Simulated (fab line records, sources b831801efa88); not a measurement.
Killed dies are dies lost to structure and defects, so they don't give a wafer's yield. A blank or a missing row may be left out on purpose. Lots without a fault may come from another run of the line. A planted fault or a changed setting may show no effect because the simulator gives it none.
Problem report in the 8D (eight disciplines) form, filled by code | flow gf180mcu | the parts of the form that need people (team, actions taken, sign-off) are left out

1. THE PROBLEM
MVSD_TW at GF_MVSD_TW_MEAS_11 reads a mean of 1514 on 6 wafers of 2 lots; wafers without a fault read 1584 with a standard deviation of 9.2. That is -7.6 standard deviations from the usual mean.
First seen on wafer L579.1, day 7 07:08, on film_metro-04. The record holds 36 wafers of 12 lots with a number at this step. Rule for "out", or "out of limits": more than 4 standard deviations from the usual mean. The other wafers with a number count as sound.

2. WHAT IT IS AND WHAT IT IS NOT
question                    | is                     | is not
which readings at this step | MVSD_TW                | -
which lots                  | L579, L580             | L567, L568, L569, L570, L572, L573, L575, L586, L587, L590
which wafers of those lots  | all that have a number | -
read on which gauges        | film_metro-04          | film_metro-01, film_metro-02
when                        | from day 7 07:08       | up to then (21 sound wafers); but 9 sound wafers of L586, L587, L590 came after

3. SUSPECTS, AND WHAT RULES EACH OUT
Counting: a tool at a process step up to the reading stays a suspect if it ran every lot that is out and no sound lot after the first of them.
- the gauge at GF_MVSD_TW_MEAS_11: ruled out. All the wafers that are out were read on film_metro-04, but those of them that GF_MVSD_IMPLANT_09 has rows for are out there too, on other tools.
- implanter-04 at GF_MVSD_IMPLANT_09: kept. It ran every lot that is out, first L579 (day 7 06:53), and no sound lot after that; its last sound lot up to then is L573 (day 6 03:54). Its own readings are out on those wafers: dose_ions_cm2, faraday_current_uA.
Left after counting: implanter-04 at GF_MVSD_IMPLANT_09.

4. THE CAUSE (what the simulator had put in)
Process parameter drift: implanter-04, from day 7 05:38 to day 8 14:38, at GF_MVSD_IMPLANT_09. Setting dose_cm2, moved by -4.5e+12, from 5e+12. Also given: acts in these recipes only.
Counting left only this tool.

5. THE CHAIN OF EFFECTS, in route order
Each row: a reading whose mean over the struck wafers that have a number lies more than 3 standard deviations from the usual. Only readings for which the record gives a usual standard deviation are gone through. hours: the time from each lot's start at the first step in this table that gives one to its start at this step, as a median over the lots. sigmas: the change in usual standard deviations.
hours | step                     | reading            | usual        | on struck wafers | change | sigmas
0     | GF_MVSD_IMPLANT_09       | dose_ions_cm2      | 5e+12        | 5e+11            | -4e+12 | -99 or more
0     | GF_MVSD_IMPLANT_09       | faraday_current_uA | 28.2         | 2.8              | -25.4  | -46
0     | GF_MVSD_TW_MEAS_11       | MVSD_TW            | 1584         | 1514             | -70    | -7.6
87    | GF_VT_IMPLANT_RS_MEAS_46 | MVSD_RS            | 455.9 ohm/sq | 556.4            | +100.5 | +91
The process steps in it:
- GF_MVSD_IMPLANT_09
Later measuring or inspecting steps at which every struck wafer that the step has a row for has a number for every such reading, and none has moved that far: GF_V1_THK_MEAS_03.

6. WHAT WOULD HAVE CAUGHT IT SOONER
In this record the first reading out of limits at a measuring or inspecting step was taken at day 7 07:08, 2 hours after the fault began at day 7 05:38.
The tool's own readings at GF_MVSD_IMPLANT_09 were out on every struck wafer that the step has a row for (dose_ions_cm2, faraday_current_uA): an alarm limit on them would have fired on the first of those.
Of the lots that are out (2), L580 began GF_MVSD_IMPLANT_09 on implanter-04 after day 7 07:08. A hold on the tool at that time would have spared it.
